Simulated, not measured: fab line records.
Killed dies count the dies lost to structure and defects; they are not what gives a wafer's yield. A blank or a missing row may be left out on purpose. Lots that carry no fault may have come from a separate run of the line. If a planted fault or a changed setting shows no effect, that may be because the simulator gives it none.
One fault through the eyes of 2 desks	flow gf180mcu	only its own numbers are on each desk; what lay behind them is given at the end

AT THE METROLOGY DESK
What the gauges read for every lot (on any tool): the sampled wafers with a number, averaged. If a lot's mean is further than 4 standard deviations from the usual mean, the lot is out of limits and carries the mark OUT (the distance appears in the brackets).
Columns: A = M1_ALCU_RS at GF_M1_RS_MEAS_05, usual 0.0696 ohm/sq; B = M1_ALCU_THK at GF_M1_THK_MEAS_06, usual 456 nm
lot	first seen here	A	B
L658	day 16 17:38	0.0696	456
L659	day 16 21:40	0.0696	455
L660	day 17 08:24	0.0688	459
L662	day 17 23:42	0.0705	449
L663	day 18 14:49	0.0704	449
L664	day 19 01:25	0.0704	450
L665	day 19 07:13	0.0696	457
L666	day 19 11:33	0.0697	455
L667	day 20 02:44	0.0693	460
L669	day 21 01:38	0.0695	454
L673	day 22 07:32	0.0696	452
Finding of this desk: none of the 11 lots has anything out of limits.

DESK OF THE TOOL OWNER: pvd_sputter-02
The tool's own readings at GF_M1_SPUTTER_04 (material TiN, target thk 50 nm, time 41.7 s): means of the sampled wafers that have a number, for each lot that ran on this tool. If a lot's mean is further than 4 standard deviations from the usual mean, the lot is out of limits and carries the mark OUT (the distance appears in the brackets).
Columns: A = cathode_dc_power_W at GF_M1_SPUTTER_04, usual 6499.9 W; B = throttle_valve_pct at GF_M1_SPUTTER_04, usual 29.9 %
lot	first seen here	A	B
L658	day 16 17:35	6500.3	30.7
L662	day 17 23:40	6499.8	30.1
L663	day 18 14:46	6499.8	31.0
L669	day 21 01:36	6498.7	31.0
L673	day 22 07:26	6965.3 (+99 or more) OUT	29.2
Finding of this desk: L673 out of limits; the first was L673 at day 22 07:26, on cathode_dc_power_W at GF_M1_SPUTTER_04. In limits: L658, L662, L663, L669.

TAKEN TOGETHER
The tool owner's desk had the chance to raise an alarm at day 22 07:26 on L673.
Metrology desk: nothing out of limits seen.
The metrology desk holds a record of L673, inside its limits.
GF_M1_SPUTTER_04 was run on pvd_sputter-02 by each of the lots named.

WHAT THE SIMULATOR PUT IN
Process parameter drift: pvd_sputter-02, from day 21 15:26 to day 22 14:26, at GF_M1_SPUTTER_04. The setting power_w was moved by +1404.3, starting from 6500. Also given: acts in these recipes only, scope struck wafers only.
Shown lots that were struck: L673.
Hours from the fault's start to each desk's first reading out of limits: the tool owner's desk, 16.
